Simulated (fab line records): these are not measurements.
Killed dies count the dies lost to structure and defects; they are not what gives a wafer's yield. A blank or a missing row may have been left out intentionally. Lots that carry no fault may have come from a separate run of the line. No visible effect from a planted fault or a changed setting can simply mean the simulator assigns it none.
A struck lot beside a sound one ; flow sky130 ; 14 steps out of a route of 708
Sound: the wafers L868.2, L868.4, L868.6. Struck: wafers L877.1, L877.3, L877.5. At the end, the cause is stated.
Each step with rows lists, per side, the tool, then ch with its chambers, then its first start. Under that, the readings that differ: sound wafers ; struck wafers ; difference of the means ; sigmas: that difference in standard deviations of wafers without a fault.
alike: readings with means less than 2 such deviations apart, plus words and numbers identical on both sides. not compared: withheld readings, readings lacking a value on some wafer, bounds such as >300 that could conceal the same value, and numbers that have no deviation in the record and whose values overlap.
The two part at a step that has a row with sigmas, a row that says differs or no value, or rows on one side only. Non-overlapping numbers with no deviation appear without sigmas and do not part them. Lack of a reading on every wafer of one side parts them only where that side has two or more wafers.

SKY_LOCAL_INTERCONNECT_RS_MEAS_01: measurement is done with a four-point probe.
  sound on film metro-03 at day 32 13:09; struck on film metro-04 at day 36 02:49
  alike: LOCAL_INTERCONNECT_TIN_RS
SKY_LOCAL_INTERCONNECT_THK_MEAS_02: measures by xrf.
  sound on film metro-03 at day 32 13:16; struck on film metro-04 at day 36 02:56
  alike: LOCAL_INTERCONNECT_TIN_THK
then, 8 steps without rows for these wafers: SKY_LOCAL_INTERCONNECT_DEHYDRATE_03 (time 60 s); SKY_LOCAL_INTERCONNECT_HMDS_04 (prime time 60 s); SKY_LOCAL_INTERCONNECT_COAT_05 (resist thk 60 nm); SKY_LOCAL_INTERCONNECT_COAT_06 (resist thk 450 nm); SKY_LOCAL_INTERCONNECT_SOFTBAKE_07 (time 90 s); SKY_LOCAL_INTERCONNECT_EXPOSE_08 (exposes mask LI1M, target cd 170 nm); SKY_LOCAL_INTERCONNECT_PEB_09; SKY_LOCAL_INTERCONNECT_DEVELOP_10 (develop time 60 s).
SKY_LOCAL_INTERCONNECT_CD_MEAS_11: target cd 170 nm.
  sound on cd sem-02 at day 33 15:35; struck on cd sem-01 at day 37 05:21
  alike: cd nm
SKY_LOCAL_INTERCONNECT_OVL_MEAS_12:
  sound on overlay-01 at day 33 15:41; struck on overlay-01 at day 37 05:28
  alike: LOCAL_INTERCONNECT_OVL
SKY_LOCAL_INTERCONNECT_ETCH_13: etches BARC in N2/H2, stops on SiO2, time 45.9 s, target depth 60 nm.
  sound on rie metal-02 ch 0,1, day 33 15:43; struck on rie metal-01 ch 1, day 37 05:31
  alike: drypump motor current A, h2 flow sccm, oes product au, rf fwd power W, throttle valve pct
  not compared: rf hours counter h, model.KrF-thick_of_LOCAL_INTERCONNECT_COAT_06.thk nm
SKY_LOCAL_INTERCONNECT_METAL_ETCH_14: etches TiN in Cl2/BCl3, stops on PSG, target depth 110 nm, time 31.4 s.
  sound on rie metal-02 ch 0,1, day 33 15:47; struck on rie metal-01 ch 1, day 37 05:38
  alike: drypump motor current A, oes product au, rf fwd power W, throttle valve pct
  not compared: rf hours counter h

WHERE THEY PART
Nowhere in this record.

WHY: what had been put in by the simulator
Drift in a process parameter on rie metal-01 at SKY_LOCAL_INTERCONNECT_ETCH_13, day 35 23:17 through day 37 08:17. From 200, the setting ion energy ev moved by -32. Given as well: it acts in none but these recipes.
